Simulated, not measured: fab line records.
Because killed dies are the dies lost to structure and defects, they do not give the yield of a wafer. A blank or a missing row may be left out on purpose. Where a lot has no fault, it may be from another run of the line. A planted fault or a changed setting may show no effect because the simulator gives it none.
Chamber matching    flow sky130    SKY_LI_CONTACT_CMP_24 on cmp-01 has 4 sister chambers
The step polishes, stops on PSG, t overpolish 20 s, target thk 0 nm. 16 wafers are shown with their chamber, then 8 later ones without.

EACH WAFER AND ITS CHAMBER
wafer   chamber  motor_current_A (A)  overpolish_run_s (s)  time_to_endpoint_s (s)
L596.2  3        10.6                 19.994                99.6
L596.4  1        10.4                 20.010                100.0
L596.6  0        12.4                 19.995                97.3
L599.1  3        10.6                 19.989                95.0
L599.4  2        10.2                 20.019                92.9
L599.6  2        9.8                  20.008                95.8
L600.2  2        10.4                 19.992                93.7
L600.3  3        10.1                 19.993                102.9
L600.6  2        10.7                 20.003                98.2
L601.1  2        10.4                 20.022                92.1
L601.4  3        10.1                 20.001                97.4
L601.5  3        10.7                 19.999                96.8
L603.1  3        10.4                 19.991                99.4
L603.2  2        10.6                 20.002                98.1
L603.4  1        10.9                 20.010                96.5
L604.2  3        10.6                 19.970                99.0

SIGNATURES (averages over the wafers above)
reading             chamber 0  chamber 1  chamber 2  chamber 3  scatter within a chamber
motor_current_A     12.400     10.650     10.350     10.443     0.291
overpolish_run_s    19.99500   20.01000   20.00767   19.99100   0.0102
time_to_endpoint_s  97.300     98.250     95.133     98.586     2.56
Rule: for a wafer and a chamber, the distance is found by dividing, reading by reading, the gap between the wafer's reading and the chamber's mean by the reading's scatter, squaring, summing and taking the root. If the next closest chamber is less than 2 further off than the closest, the wafer can't be placed; otherwise it belongs to the closest. The scatter: the root of (the sum of the squares of (reading less its chamber's mean) over the shown wafers, divided by (wafers less chambers)).

WAFERS WITHOUT THEIR CHAMBER
wafer   motor_current_A (A)  overpolish_run_s (s)  time_to_endpoint_s (s)
L604.4  10.4                 19.997                100.0
L604.5  10.3                 20.000                96.5
L605.3  10.3                 19.998                97.1
L605.4  11.1                 19.996                95.4
L605.5  12.7                 20.000                94.6
L606.2  10.0                 19.995                93.4
L606.4  12.8                 20.003                96.7
L608.2  10.3                 20.011                99.2

CHAMBER TAKEN BY EACH
wafer   from the rows above           in truth
L604.4  can't be placed: 3 or 1 or 2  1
L604.5  can't be placed: 2 or 3 or 1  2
L605.3  can't be placed: 3 or 2 or 1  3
L605.4  can't be placed: 1 or 3 or 2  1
L605.5  0                             0
L606.2  can't be placed: 2 or 3 or 1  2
L606.4  0                             0
L608.2  can't be placed: 1 or 2 or 3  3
2 of 8 placed correctly. These rows do not allow placing 6 (true chamber among the candidates in 6). Number placed wrongly: 0.
